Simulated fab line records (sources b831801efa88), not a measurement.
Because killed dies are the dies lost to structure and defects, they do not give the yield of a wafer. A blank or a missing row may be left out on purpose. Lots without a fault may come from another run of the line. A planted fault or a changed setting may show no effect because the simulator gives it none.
fab line records	flow sky130
record lots=6	wafers=18	last-day=50
route steps=708 shown METAL5@669 PASSIVATION@681 PAD_OPEN@694
lots that met no fault: from a run of the same line without faults
start-h: start of the lot's first displayed wafer, in hours after the record's first day	wait-h: how many hours have passed since the lot's step before this one	" same as the row above	L1.1+2: several wafers, shown together as one row	- value missing, or start not given	* or withheld: withheld	< > ~ a bound
route shown NAME@n: a module of which the file shows steps, and the number in the route of the first	usual: mean/standard deviation taken from wafers without a fault	same: alike in all rows	chamber/n: place in a boat	sites: each site's reading	_std_site: the standard deviation of these	_edge_site: outer sites' mean less inner sites'	radius-mm: how far each site lies from the wafer's centre	mask NAME#n: copy n	behind: the most recent tool/chamber to have shaped the wafer	hold: the reason the lot was held/the length of the hold in hours/how it ended	device: the transistor (n, p or np) that didn't switch	end of line: tests run on the same wafers once the route is complete	where a step has no rows: the recipe by itself	killed: not the wafer's yield, but the dies lost to structure and defects at the first sort	map: a wafer's dies, x killed, . not, _ none there
set.NAME: setting as actually run; set.NAME@STEP: the setting as run at that earlier step	model.NAME: the simulator's own value behind a step, which no gauge read
lots at selected steps of the route; one table per step, one row per wafer
services: a tool's chamber out of use, with start hour (start-h, from the record's first day; less than 0 if before it), hours out, and reason
## steps
# step SKY_METAL5_HMDS_08
# recipe prime-time-s=60	prime-temp-c=120
# step SKY_METAL5_COAT_09
# recipe resist=NOVOLAK	spin-rpm=3000	resist-thk-nm=1800
# step SKY_METAL5_SOFTBAKE_10
# recipe temp-c=90	time-s=60	resist=NOVOLAK
# step SKY_METAL5_EXPOSE_11
# recipe mask-id=MM5	na=0.6	source-shape=conventional	sigma-outer=0.6	polarization=unpolarized	target-cd-nm=1600	dose-mj=190
# step SKY_METAL5_PEB_12
# recipe temp-c=withheld	time-s=*	resist=NOVOLAK
# step SKY_METAL5_DEVELOP_13
# recipe resist=NOVOLAK	developer=TMAH	develop-time-s=60	dev-temp-c=23
# step SKY_METAL5_DESCUM_14
# recipe chemistry=O2	source-power-w=150	bias-power-w=0	pressure-mtorr=10	temp-c=40	time-s=11
# step SKY_METAL5_METAL_ETCH_15
# recipe target-depth-a=12600	stop-on=SiO2	over-etch-frac=0.2	time-s=252	chemistry=Cl2/BCl3	resist-sidewall-deg=86	pressure-mtorr=10	icp-w=900	bias-w=48.5	Cl2_flow_sccm=60	bcl3-flow-sccm=30
# usual bias-w=48.49/0.14	drypump-motor-current-A=5.70/0.2	he-backside-leak-sccm=3.34/0.25	oes-product-au=0.894/0.0052	throttle-valve-pct=22.264/0.0083
lot.wafer	tool	chamber	start-h	wait-h	bias-w	drypump-motor-current-A	he-backside-leak-sccm	oes-product-au	rf-hours-counter-h	throttle-valve-pct
L574.3	rie-metal-04	1	1088.54	0.1	48.41	5.86	3.21	0.893	-	22.264
L574.4	"	0	"	"	48.38	5.42	3.10	0.889	-	22.277
L574.5	"	0	"	"	48.35	5.42	3.22	0.884	-	22.263
L576.1	rie-metal-04	1	1097.10	0.0	48.55	5.81	3.21	0.886	14	22.247
L576.2	"	0	"	"	48.40	5.40	3.15	0.906	25	22.269
L576.5	"	0	"	"	48.50	5.41	3.11	0.893	-	22.254
L581.1	rie-metal-04	1	1142.88	0.1	48.52	5.79	3.26	0.899	19	22.261
L581.2	"	1	"	"	48.41	5.78	3.12	0.899	-	22.255
L581.5	"	1	"	"	48.63	5.80	3.13	0.898	-	22.256
L582.3	rie-metal-01	1	1143.66	0.1	48.50	5.51	3.50	0.892	-	22.253
L582.4	"	0	"	"	48.48	6.09	3.17	0.891	-	22.276
L582.6	"	0	"	"	48.62	6.11	3.10	0.897	-	22.269
L587.1	rie-metal-01	0	1157.31	0.0	48.73	6.09	3.16	0.892	17	22.270
L587.4	"	1	"	"	48.58	5.49	3.41	0.894	-	22.256
L587.6	"	0	"	"	48.75	6.12	3.16	0.884	-	22.277
L588.2	rie-metal-04	1	1159.08	0.0	48.38	5.77	3.56	0.892	23	22.245
L588.4	"	1	"	"	48.47	5.81	3.31	0.897	-	22.272
L588.5	"	1	"	"	48.26	5.79	3.39	0.898	-	22.265
# step SKY_METAL5_STRIP_16
# recipe chemistry=O2/N2	power-w=1400	pressure-mtorr=1500	platen-temp-c=withheld	o2-flow-sccm=3000	n2-flow-sccm=300	overash-fraction=0.5
# usual drypump-motor-current-A=5.80/0.28	o2-flow-sccm=2999/8.6	oes-product-au=0.710/0.0043	strip-time-to-endpoint-s=13.10/0.13
lot.wafer	tool	chamber	start-h	wait-h	drypump-motor-current-A	o2-flow-sccm	oes-product-au	rf-hours-counter-h	strip-time-to-endpoint-s
L574.3	plasma-asher-02	1	1088.73	0.1	6.07	3000	0.707	-	13.12
L574.4	"	0	"	"	5.75	3016	0.707	-	13.37
L574.5	"	0	"	"	5.75	3008	0.713	-	13.31
L576.1	plasma-asher-01	1	1097.33	0.2	5.56	3000	0.707	3	13.04
L576.2	"	0	"	"	6.14	2991	0.713	3	13.24
L576.5	"	1	"	"	5.59	2997	0.708	-	13.26
L581.1	plasma-asher-02	0	1143.35	0.4	5.75	2996	0.707	39	13.13
L581.2	"	1	"	"	6.04	3010	0.705	39	13.10
L581.5	"	0	"	"	5.74	2993	0.714	-	13.05
L582.3	plasma-asher-01	0	1143.85	0.1	6.16	2989	0.713	-	13.16
L582.4	"	1	"	"	5.63	3002	0.706	-	12.90
L582.6	"	0	"	"	6.15	2987	0.711	-	12.98
L587.1	plasma-asher-01	1	1157.55	0.2	5.64	3009	0.709	9	13.14
L587.4	"	1	"	"	5.61	3002	0.717	-	13.32
L587.6	"	0	"	"	6.16	2992	0.709	-	13.13
L588.2	plasma-asher-03	1	1159.32	0.2	5.43	2998	0.707	101	13.06
L588.4	"	1	"	"	5.43	2999	0.710	-	12.99
L588.5	"	0	"	"	5.32	2997	0.714	-	13.11
# step SKY_METAL5_STRIP_17
# recipe chemistry=post-etch-residue-remover	time-s=1200	temp-c=72.5
# step SKY_METAL5_CLEAN_18
# recipe chemistry=IPA	time-s=180	temp-c=25
# step SKY_METAL5_CLEAN_19
# recipe chemistry=O3/DIW	dry=n2-spin
# step SKY_PASSIVATION_CVD_00
# recipe material=SiO2	target-thk-nm=90	temp-c=400	time-s=withheld	rf-w=600
# usual heater-power-outer-w=380/78	heater-power-w=674/120	susceptor-temp-C=399.99/0.22
lot.wafer	tool	chamber	start-h	wait-h	heater-power-outer-w	heater-power-w	susceptor-temp-C
L574.3	pecvd-03	0	1089.29	0.0	297	496	400.29
L574.4	"	1	"	"	263	521	400.18
L574.5	"	0	"	"	302	502	399.95
L576.1	pecvd-04	2	1097.92	0.0	352	667	400.01
L576.2	"	0	"	"	342	696	399.44
L576.5	"	1	"	"	295	530	400.01
L581.1	pecvd-03	1	1143.94	0.0	-	-	-
L581.2	"	0	"	"	-	-	-
L581.5	"	0	"	"	-	-	-
L582.3	pecvd-04	2	1144.41	0.0	-	-	-
L582.4	"	1	"	"	-	-	-
L582.6	"	0	"	"	-	-	-
L587.1	pecvd-03	1	1158.18	0.0	275	543	399.85
L587.4	"	0	"	"	319	534	399.96
L587.6	"	2	"	"	277	540	400.69
L588.2	pecvd-01	2	1159.91	0.0	367	600	399.71
L588.4	"	2	"	"	376	631	400.11
L588.5	"	1	"	"	461	786	399.76
# step SKY_PASSIVATION_CVD_02
# recipe material=Si3N4	target-thk-nm=540	temp-c=400	time-s=withheld	rf-w=450
# usual heater-power-w=681/110	rf-fwd-power-W=449.1/1.5	susceptor-temp-C=399.98/0.21
lot.wafer	tool	chamber	start-h	wait-h	heater-power-w	rf-fwd-power-W	susceptor-temp-C
L574.3	pecvd-04	1	1089.48	0.1	530	447.6	399.79
L574.4	"	0	"	"	833	450.4	400.06
L574.5	"	1	"	"	563	450.0	399.78
L576.1	pecvd-03	1	1098.01	0.1	687	447.8	399.95
L576.2	"	0	"	"	598	450.3	399.99
L576.5	"	2	"	"	725	449.0	400.29
L581.1	pecvd-01	1	1144.03	0.1	897	450.2	400.30
L581.2	"	0	"	"	899	449.0	400.13
L581.5	"	0	"	"	716	452.3	400.16
L582.3	pecvd-03	1	1144.49	0.0	642	448.4	399.98
L582.4	"	2	"	"	624	448.4	400.31
L582.6	"	0	"	"	571	447.6	399.97
L587.1	pecvd-04	0	1158.26	0.1	829	447.0	399.99
L587.4	"	2	"	"	839	451.5	399.70
L587.6	"	1	"	"	593	450.7	399.82
L588.2	pecvd-03	2	1159.99	0.0	721	448.7	400.18
L588.4	"	2	"	"	585	449.1	400.03
L588.5	"	1	"	"	608	450.0	399.83
# step SKY_PASSIVATION_THK_MEAS_03
# recipe reads=Si3N4_of_PASSIVATION_CVD_02
# usual PASSIVATION_CVD_02_THK=537/7.3
lot.wafer	tool	chamber	start-h	wait-h	PASSIVATION_CVD_02_THK[nm]
L574.3	film-metro-01	-	1089.73	-	551
L574.4	"	-	"	"	543
L574.5	"	-	"	"	544
L576.1	film-metro-04	-	1098.23	-	532
L576.2	"	-	"	"	536
L576.5	"	-	"	"	539
L581.1	film-metro-04	-	1144.25	-	532
L581.2	"	-	"	"	540
L581.5	"	-	"	"	538
L582.3	film-metro-04	-	1144.74	-	526
L582.4	"	-	"	"	542
L582.6	"	-	"	"	545
L587.1	film-metro-01	-	1158.49	-	536
L587.4	"	-	"	"	549
L587.6	"	-	"	"	551
L588.2	film-metro-03	-	1160.23	-	541
L588.4	"	-	"	"	543
L588.5	"	-	"	"	535
# step SKY_PASSIVATION_DEHYDRATE_04
# recipe temp-c=200	time-s=60
# step SKY_PASSIVATION_HMDS_05
# recipe prime-time-s=60	prime-temp-c=120
# step SKY_PASSIVATION_COAT_06
# recipe spin-rpm=2000	resist-thk-nm=3000
# step SKY_PASSIVATION_SOFTBAKE_07
# recipe temp-c=110	time-s=withheld
# step SKY_PASSIVATION_EXPOSE_08
# recipe mask-id=NSM	target-cd-nm=3000	na=0.57	dose-mj=260
# step SKY_PASSIVATION_PEB_09
# recipe temp-c=115	time-s=withheld
# step SKY_PASSIVATION_DEVELOP_10
# recipe develop-time-s=60	dev-temp-c=23
# step SKY_PASSIVATION_ETCH_11
# recipe chemistry=CF4/O2	target-depth-nm=725	stop-on=AlCu	source-w=800	bias-w=150	pressure-mtorr=150	cf4-flow-sccm=80	O2_flow_sccm=10	time-s=161.1
# usual O2_flow_sccm=9.999/0.03	bias-w=149.9/0.45	drypump-motor-current-A=5.9/0.35	oes-product-au=0.976/0.0072	throttle-valve-pct=5.964/0.0086
lot.wafer	tool	chamber	start-h	wait-h	O2_flow_sccm	bias-w	drypump-motor-current-A	oes-product-au	rf-hours-counter-h	throttle-valve-pct	model.PASSIVATION.feature-depth-nm	model.etch.depth-nm
L574.3	rie-diel-04	1	1110.08	-	10.001	149.3	6.4	0.987	13	5.959	715.2	715.2
L574.4	"	2	"	"	9.976	150.2	6.1	0.981	10	5.969	708.7	708.7
L574.5	"	3	"	"	10.014	149.6	5.9	0.984	-	5.966	709.7	709.7
L576.1	rie-diel-03	0	1118.25	-	9.974	150.5	5.5	0.969	20	5.963	695	695
L576.2	"	3	"	"	10.035	150.0	5.8	0.972	27	5.972	700.1	700.1
L576.5	"	1	"	"	10.043	150.4	5.7	0.977	-	5.967	702.1	702.1
L581.1	rie-diel-01	0	1161.60	-	10.033	150.1	5.8	0.992	25	5.982	725	725
L581.2	"	1	"	"	9.987	150.0	6.6	0.982	19	5.967	708.9	708.9
L581.5	"	0	"	"	9.996	149.8	5.8	0.996	-	5.960	725	725
L582.3	rie-diel-04	0	1162.38	-	9.995	149.7	5.5	0.986	10	5.960	709.2	709.2
L582.4	"	3	"	"	10.008	149.5	5.9	0.987	24	5.976	725	725
L582.6	"	0	"	"	9.951	150.0	5.5	0.984	-	5.955	713	713
L587.1	rie-diel-01	3	1175.38	-	9.995	149.9	5.4	0.981	3	5.968	700	700
L587.4	"	2	"	"	9.980	150.1	5.4	0.985	2	5.967	713.8	713.8
L587.6	"	3	"	"	10.005	149.6	5.4	0.977	-	5.953	715.3	715.3
L588.2	rie-diel-01	0	1177.25	-	9.999	149.7	5.8	0.977	25	5.981	706	706
L588.4	"	1	"	"	9.999	150.0	6.6	0.973	19	5.959	709.9	709.9
L588.5	"	0	"	"	9.947	149.2	5.8	0.976	-	5.961	703.2	703.1
# step SKY_PASSIVATION_STRIP_12
# recipe chemistry=O2/N2	power-w=1400	pressure-mtorr=1500	platen-temp-c=withheld	overash-fraction=0.7	o2-flow-sccm=3000	n2-flow-sccm=300
# usual drypump-motor-current-A=5.8/0.46	o2-flow-sccm=2999/8.9	oes-product-au=0.661/0.0043	strip-time-to-endpoint-s=31.50/0.11
lot.wafer	tool	chamber	start-h	wait-h	drypump-motor-current-A	o2-flow-sccm	oes-product-au	rf-hours-counter-h	strip-time-to-endpoint-s
L574.3	plasma-asher-01	1	1110.22	0.1	5.6	3004	0.665	-	31.47
L574.4	"	0	"	"	6.2	3015	0.664	-	31.46
L574.5	"	1	"	"	5.6	3002	0.661	-	31.57
L576.1	plasma-asher-02	1	1118.36	0.1	6.1	2984	0.663	37	31.48
L576.2	"	0	"	"	5.8	3005	0.666	37	31.58
L576.5	"	1	"	"	6.1	2999	0.657	-	31.56
L581.1	plasma-asher-02	1	1161.71	0.1	6.1	2997	0.661	41	31.28
L581.2	"	0	"	"	5.8	2989	0.668	41	31.52
L581.5	"	0	"	"	5.8	3001	0.663	-	31.35
L582.3	plasma-asher-02	1	1162.52	0.1	6.1	3006	0.663	-	31.51
L582.4	"	0	"	"	5.7	3001	0.659	-	31.38
L582.6	"	1	"	"	6.0	2992	0.652	-	31.55
L587.1	plasma-asher-04	0	1175.49	0.1	6.3	3010	0.661	70	31.37
L587.4	"	0	"	"	6.2	2997	0.661	-	31.50
L587.6	"	1	"	"	4.8	3007	0.657	-	31.39
L588.2	plasma-asher-01	0	1177.36	0.1	6.1	2993	0.662	11	31.32
L588.4	"	0	"	"	6.2	3002	0.662	-	31.61
L588.5	"	1	"	"	5.6	3000	0.658	-	31.52
# step SKY_PAD_OPEN_DEHYDRATE_00
# recipe temp-c=200	time-s=60
# step SKY_PAD_OPEN_HMDS_01
# recipe prime-time-s=62.92	prime-temp-c=120
# step SKY_PAD_OPEN_COAT_02
# recipe spin-rpm=2000	resist-thk-nm=3000
# step SKY_PAD_OPEN_SOFTBAKE_03
# recipe temp-c=110	time-s=withheld
# step SKY_PAD_OPEN_EXPOSE_04
# recipe mask-id=PDM	target-cd-nm=60000	na=0.57	dose-mj=260
# step SKY_PAD_OPEN_PEB_05
# recipe temp-c=115	time-s=withheld
# step SKY_PAD_OPEN_DEVELOP_06
# recipe develop-time-s=60	dev-temp-c=23
# step SKY_PAD_OPEN_ETCH_07
# recipe chemistry=CF4/O2	target-depth-nm=725	stop-on=AlCu	source-w=800	bias-w=147.9	pressure-mtorr=150	cf4-flow-sccm=80	O2_flow_sccm=10	time-s=161.1
# usual O2_flow_sccm=10.00/0.032	bias-w=147.9/0.38	drypump-motor-current-A=5.8/0.48	oes-product-au=0.974/0.0072	throttle-valve-pct=5.963/0.0092
lot.wafer	tool	chamber	start-h	wait-h	O2_flow_sccm	bias-w	drypump-motor-current-A	oes-product-au	rf-hours-counter-h	throttle-valve-pct	model.PAD_OPEN.feature-depth-nm	model.etch.depth-nm
L574.3	rie-diel-01	2	1130.06	-	10.01	147.2	5.3	0.976	0	5.975	707.6	707.6
L574.4	"	0	"	"	10.00	148.0	5.8	0.984	24	5.970	708.7	708.7
L574.5	"	1	"	"	10.01	147.6	6.5	0.980	-	5.950	709.7	709.7
L576.1	rie-diel-01	3	1136.65	-	9.95	148.1	5.4	0.971	2	5.968	695	695
L576.2	"	2	"	"	10.03	148.3	5.3	0.971	0	5.955	699.7	699.7
L576.5	"	3	"	"	9.96	147.4	5.4	0.981	-	5.945	702.1	702.1
L581.1	rie-diel-01	1	1178.36	-	9.95	147.7	6.6	0.989	19	5.953	715	715
L581.2	"	3	"	"	10.01	148.1	5.4	0.996	4	5.966	722.2	722.2
L581.5	"	2	"	"	10.03	147.5	5.3	0.970	-	5.960	703.8	703.8
L582.3	rie-diel-03	2	1179.20	-	10.00	147.4	6.1	0.990	13	5.970	714.1	714.1
L582.4	"	0	"	"	9.98	147.7	5.5	0.979	22	5.965	709.2	709.2
L582.6	"	2	"	"	9.99	148.1	6.1	0.989	-	5.969	712.9	712.9
L587.1	rie-diel-02	1	1191.06	-	10.03	147.7	6.0	0.977	21	5.949	700	700
L587.4	"	2	"	"	10.03	148.2	4.7	0.980	15	5.957	713.8	713.8
L587.6	"	0	"	"	9.93	147.9	6.2	0.977	-	5.975	709.8	709.8
L588.2	rie-diel-03	1	1193.61	-	10.06	148.6	5.7	0.979	25	5.969	706	706
L588.4	"	0	"	"	10.04	148.1	5.5	0.979	23	5.964	709.9	709.9
L588.5	"	3	"	"	10.00	147.6	5.8	0.970	-	5.961	703.2	703.1
# step SKY_PAD_OPEN_STRIP_08
# recipe chemistry=O2/N2	power-w=1400	pressure-mtorr=1500	platen-temp-c=withheld	overash-fraction=0.7	o2-flow-sccm=3000	n2-flow-sccm=300
# usual drypump-motor-current-A=5.6/0.49	o2-flow-sccm=3000/8.4	oes-product-au=0.663/0.005	strip-time-to-endpoint-s=37.04/0.14
lot.wafer	tool	chamber	start-h	wait-h	drypump-motor-current-A	o2-flow-sccm	oes-product-au	rf-hours-counter-h	strip-time-to-endpoint-s
L574.3	plasma-asher-01	0	1130.20	0.1	6.1	3011	0.657	-	36.91
L574.4	"	1	"	"	5.6	2995	0.661	-	36.98
L574.5	"	1	"	"	5.6	3003	0.652	-	36.93
L576.1	plasma-asher-03	0	1136.76	0.1	5.3	2986	0.665	99	36.96
L576.2	"	1	"	"	5.4	3004	0.659	99	36.97
L576.5	"	1	"	"	5.4	2998	0.658	-	36.94
L581.1	plasma-asher-01	0	1178.47	0.1	6.2	2997	0.662	11	37.05
L581.2	"	1	"	"	5.6	2989	0.658	11	37.06
L581.5	"	1	"	"	5.7	2996	0.662	-	37.09
L582.3	plasma-asher-04	0	1179.34	0.1	6.2	3003	0.667	-	37.05
L582.4	"	1	"	"	4.8	3006	0.662	-	37.12
L582.6	"	0	"	"	6.2	2997	0.665	-	37.11
L587.1	plasma-asher-03	0	1191.17	0.1	5.3	2990	0.665	104	37.14
L587.4	"	0	"	"	5.3	3003	0.671	-	37.25
L587.6	"	1	"	"	5.4	2997	0.665	-	37.21
L588.2	plasma-asher-03	0	1193.72	0.1	5.3	3007	0.662	104	37.19
L588.4	"	1	"	"	5.4	2994	0.667	-	37.19
L588.5	"	0	"	"	5.3	3012	0.660	-	37.16
# step SKY_PAD_OPEN_PROBE_99
# usual defect-limited-yield=82.6/1.9	killed_at_M0_to_M3=43/7.1	killed_at_M4_up=3.0/1.6	killed-at-contacts=24/5.3	killed-at-front-end=16/4.1	killed-at-other=0.5/0.82	killed-dies=86/9.4	killed-open=46/6.9	killed-short=39/6.5	sort_bin_3_pad_short=0.9/0.45	sort_bin_5_function=10.3/1.5	sort_bin_6_memory=6.2/1.1	sort-n-pass=406/9.4	sort-yield-pct=82.6/1.9
# same gross-dies=492	killed-at-back-side=0	sort_bin_4_leakage[%]=0	sort_bin_8_speed[%]=0
lot.wafer	tool	chamber	start-h	wait-h	defect-limited-yield[%]	killed_at_M0_to_M3	killed_at_M4_up	killed-at-contacts	killed-at-front-end	killed-at-other	killed-dies	killed-open	killed-short	sort_bin_3_pad_short[%]	sort_bin_5_function[%]	sort_bin_6_memory[%]	sort-n-pass	sort-yield-pct[%]
L574.3	prober-01	-	1132.48	0.2	81.7	50	5	16	19	0	90	53	37	0.8	11.2	6.3	402	81.7
L574.4	prober-01	-	1132.53	0.2	82.9	47	2	20	14	1	84	44	39	0.6	10.0	6.5	408	82.9
L574.5	prober-01	-	1132.58	0.2	82.7	40	1	24	20	0	85	45	40	1.4	9.6	6.3	407	82.7
L576.1	prober-01	-	1139.18	0.1	81.1	46	4	28	15	0	93	48	44	0.8	11.8	6.3	399	81.1
L576.2	prober-01	-	1139.23	0.1	84.6	31	5	24	16	0	76	44	32	1.2	10.0	4.3	416	84.6
L576.5	prober-01	-	1139.38	0.2	85.6	38	4	18	10	1	71	41	29	0.6	9.1	4.7	421	85.6
L581.1	prober-01	-	1180.72	0.1	80.9	42	3	26	22	1	94	56	35	1.4	12.2	5.5	398	80.9
L581.2	prober-01	-	1180.77	0.1	84.1	48	2	19	9	0	78	51	25	0.8	10.8	4.3	414	84.1
L581.5	prober-01	-	1180.92	0.2	83.1	43	0	26	14	0	83	47	35	0.4	12.0	4.5	409	83.1
L582.3	prober-02	-	1181.62	0.2	83.9	31	1	25	22	0	79	42	37	1.0	9.8	5.3	413	83.9
L582.4	prober-02	-	1181.67	0.2	83.5	35	4	31	11	0	81	47	34	0.6	9.6	6.3	411	83.5
L582.6	prober-02	-	1181.77	0.2	81.1	48	3	22	19	1	93	45	48	0.6	11.4	6.9	399	81.1
L588.2	prober-01	-	1196.19	0.1	82.9	45	3	16	20	0	84	43	40	1.0	11.6	4.5	408	82.9
L588.4	prober-01	-	1196.29	0.2	81.9	48	5	22	13	1	89	41	47	0.6	11.2	6.3	403	81.9
L588.5	prober-01	-	1196.34	0.2	81.9	44	7	27	10	1	89	55	33	1.4	9.3	7.3	403	81.9
# killed by level:class
L574.3 CONTACT:geometric-particle:open=11 VIA1:geometric-particle:open=11 VIA2:geometric-particle:open=9 VIA3:geometric-particle:open=6 VIA1:geometric-particle:short=5 METAL2:geometric-particle:short=5 METAL1:geometric-particle:short=4 FIELD_ISO:geometric-particle:short=3
L574.4 VIA1:geometric-particle:open=12 VIA2:geometric-particle:open=10 CONTACT:geometric-particle:open=9 METAL2:geometric-particle:short=7 FIELD_ISO:geometric-particle:short=5 CONTACT:geometric-particle:short=5 METAL1:geometric-particle:short=4 VIA1:geometric-particle:short=4
L574.5 CONTACT:geometric-particle:open=9 VIA1:geometric-particle:open=9 LOCAL_INTERCONNECT:geometric-particle:short=7 POLY_GATE:geometric-particle:short=6 VIA1:geometric-particle:short=6 VIA3:geometric-particle:open=6 POLY_GATE:geometric-particle:open=4 METAL1:geometric-particle:short=4
L576.1 VIA1:geometric-particle:open=15 CONTACT:geometric-particle:short=7 METAL1:geometric-particle:short=7 FIELD_ISO:geometric-particle:open=6 LI_CONTACT:geometric-particle:short=6 CONTACT:geometric-particle:open=6 VIA2:geometric-particle:open=6 LI_CONTACT:geometric-particle:open=5
L576.2 LI_CONTACT:geometric-particle:open=7 CONTACT:geometric-particle:open=6 VIA1:geometric-particle:open=6 FIELD_ISO:geometric-particle:open=5 POLY_GATE:geometric-particle:open=5 LOCAL_INTERCONNECT:geometric-particle:short=5 VIA1:geometric-particle:short=5 VIA2:geometric-particle:open=5
L576.5 LI_CONTACT:geometric-particle:open=12 VIA1:geometric-particle:open=12 METAL1:geometric-particle:short=8 VIA2:geometric-particle:short=5 METAL3:geometric-particle:short=5 POLY_GATE:geometric-particle:open=4 CONTACT:geometric-particle:open=4 VIA2:geometric-particle:open=3
L581.1 CONTACT:geometric-particle:open=11 VIA3:geometric-particle:open=7 FIELD_ISO:geometric-particle:open=6 LI_CONTACT:geometric-particle:open=6 METAL2:geometric-particle:short=6 VIA2:geometric-particle:open=6 POLY_GATE:geometric-particle:open=5 VIA1:geometric-particle:open=5
L581.2 VIA3:geometric-particle:open=12 VIA1:geometric-particle:open=9 CONTACT:geometric-particle:open=8 VIA2:geometric-particle:open=8 LI_CONTACT:geometric-particle:open=6 METAL2:geometric-particle:short=5 VIA1:geometric-particle:short=4 POLY_GATE:geometric-particle:short=3
L581.5 VIA3:geometric-particle:open=11 VIA2:geometric-particle:open=9 LI_CONTACT:geometric-particle:short=8 CONTACT:geometric-particle:open=8 LI_CONTACT:geometric-particle:open=5 VIA1:geometric-particle:open=5 METAL2:geometric-particle:short=5 FIELD_ISO:geometric-particle:short=4
L582.3 FIELD_ISO:geometric-particle:open=7 POLY_GATE:geometric-particle:short=6 LI_CONTACT:geometric-particle:open=6 METAL1:geometric-particle:short=6 VIA3:geometric-particle:open=6 POLY_GATE:geometric-particle:open=5 CONTACT:geometric-particle:short=5 CONTACT:geometric-particle:open=5
L582.4 LI_CONTACT:geometric-particle:open=11 CONTACT:geometric-particle:open=9 VIA3:geometric-particle:open=9 LOCAL_INTERCONNECT:geometric-particle:short=5 METAL2:geometric-particle:short=5 METAL1:geometric-particle:short=4 VIA1:geometric-particle:open=4 VIA3:geometric-particle:short=4
L582.6 VIA1:geometric-particle:open=11 POLY_GATE:geometric-particle:short=7 METAL1:geometric-particle:short=7 CONTACT:geometric-particle:open=6 LI_CONTACT:geometric-particle:open=6 VIA2:geometric-particle:short=6 VIA3:geometric-particle:open=6 VIA1:geometric-particle:short=5
L588.2 FIELD_ISO:geometric-particle:open=9 VIA1:geometric-particle:open=9 CONTACT:geometric-particle:open=7 METAL2:geometric-particle:short=7 FIELD_ISO:geometric-particle:short=6 VIA3:geometric-particle:short=6 VIA3:geometric-particle:open=5 CONTACT:geometric-particle:short=4
L588.4 VIA1:geometric-particle:short=11 LI_CONTACT:geometric-particle:open=9 VIA1:geometric-particle:open=7 METAL2:geometric-particle:short=7 VIA2:geometric-particle:open=7 VIA3:geometric-particle:open=7 CONTACT:geometric-particle:open=5 FIELD_ISO:geometric-particle:open=4
L588.5 VIA1:geometric-particle:open=14 LI_CONTACT:geometric-particle:open=10 CONTACT:geometric-particle:open=10 METAL1:geometric-particle:short=7 METAL4:geometric-particle:short=7 VIA2:geometric-particle:open=6 METAL2:geometric-particle:short=5 FIELD_ISO:geometric-particle:open=3
## services
tool	chamber	start-h	hours	kind
plasma-asher-01	-	1069.78	0.4	repair
rie-diel-03	3	1070.67	4.6	repair
pecvd-01	-	1073.23	6.0	pm
rie-diel-01	3	1073.39	-	clean
rie-diel-01	3	1073.39	19.4	scheduled-down
rie-diel-01	3	1073.39	19.4	vent-cycle
pecvd-04	2	1089.35	5.0	scheduled-down
rie-diel-01	2	1112.07	-	clean
rie-diel-01	2	1112.07	17.9	scheduled-down
rie-diel-01	2	1112.07	17.9	vent-cycle
pecvd-03	-	1139.03	2.9	repair
plasma-asher-02	-	1146.40	2.8	pm
pecvd-03	2	1150.32	5.5	scheduled-down
rie-diel-03	0	1155.58	9.3	repair
plasma-asher-04	-	1155.68	8.8	pm
plasma-asher-03	-	1164.32	2.8	pm
rie-diel-01	2	1169.23	2.7	repair
plasma-asher-04	-	1176.09	0.5	repair
rie-metal-04	0	1181.04	9.0	repair
pecvd-04	-	1182.27	2.8	pm
pecvd-03	-	1183.00	6.0	pm
rie-diel-01	2	1185.49	9.8	repair
rie-diel-03	-	1185.85	2.8	pm
pecvd-04	2	1185.89	10.4	repair
## key
first-sign step=SKY_PASSIVATION_CVD_00	reading=tool-record	direction=missing
effect none on later readings
model-effect step=SKY_PASSIVATION_ETCH_11	value=PASSIVATION.feature-depth-nm	without=700.8	struck=717.7
model-effect step=SKY_PAD_OPEN_ETCH_07	value=PAD_OPEN.feature-depth-nm	without=700.8	struck=712.9
met-at SKY_PASSIVATION_CVD_00
struck-wafers L581.1,L581.2,L581.5,L582.3,L582.4,L582.6
onset-between 1097.92 1143.94
fault kind=skipped-step-whole	tool=pecvd-03,pecvd-04	chamber=-	onset-h=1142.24	steps=SKY_PASSIVATION_CVD_00	scope=struck-lots-only
